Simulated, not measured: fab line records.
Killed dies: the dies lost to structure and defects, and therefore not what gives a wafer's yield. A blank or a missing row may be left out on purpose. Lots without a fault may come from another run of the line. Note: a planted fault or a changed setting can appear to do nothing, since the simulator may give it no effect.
Which tool is to blame? -- flow sky130 -- 6 lots with 18 wafers sampled at 2 steps, on a route of 708 steps

WHAT THE GAUGES READ, wafer by wafer
SKY_VT_ADJUST_PCH_TW_MEAS_10.
lot,measured,on,VT_ADJUST_PCH_TW
L584,day 12 04:26,filmMetro-02,143.9 144.3 143.7
L587,day 13 02:23,filmMetro-03,141.4 141.5 140.5
L589,day 13 13:02,filmMetro-02,144.7 143.6 143.9
L591,day 14 03:47,filmMetro-04,172.4 171.4 173.3
L601,day 17 20:05,filmMetro-04,145.5 143.6 144.6
L603,day 18 04:22,filmMetro-02,144.4 143.9 144.6

TOOL THAT RAN EACH LOT (tool first, then ch and the chambers of the sampled wafers, then the start)
lot,SKY_VT_ADJUST_PCH_IMPLANT_08
L584,"implanter-02 ch 0, day 12 04:13"
L587,"implanter-01 ch 0, day 13 02:08"
L589,"implanter-01 ch 0, day 13 12:49"
L591,"implanter-03 ch 0, day 14 03:16"
L601,"implanter-01 ch 0, day 17 19:50"
L603,"implanter-01 ch 0, day 18 04:10"
- SKY_VT_ADJUST_PCH_IMPLANT_08

THE ANSWER, worked out from the rows above alone
Rule: the usual values come from the lots themselves. The widest of any qualifying gaps counts: lots, ordered by their means at a reading, are off when they make up no more than a third of the lots, leave a main group of 4 or more, and stand apart from it by 3 or more times the standard deviation of that group's means. A main group is skipped when, at the precision printed for the reading in the tables above, its means are all equal. A lot without any number at a reading at which 4 lots or more have one is off too. Where the step has rows for the other lots, those lots are counted as sound.
Off: at SKY_VT_ADJUST_PCH_TW_MEAS_10 (VT_ADJUST_PCH_TW), L591. Mean 143.6 and standard deviation 1.3 in the main group.
A tool fits if, at a process step before that reading, it ran every lot that is off, and no sound lot after the first of them. The gauges at SKY_VT_ADJUST_PCH_TW_MEAS_10 are tried like those tools. One candidate fits, namely implanter-03 at SKY_VT_ADJUST_PCH_IMPLANT_08. It ran no sound lot before its first lot that is off in this sample, so the start can't be narrowed down.

WHAT THE SIMULATOR PUT IN
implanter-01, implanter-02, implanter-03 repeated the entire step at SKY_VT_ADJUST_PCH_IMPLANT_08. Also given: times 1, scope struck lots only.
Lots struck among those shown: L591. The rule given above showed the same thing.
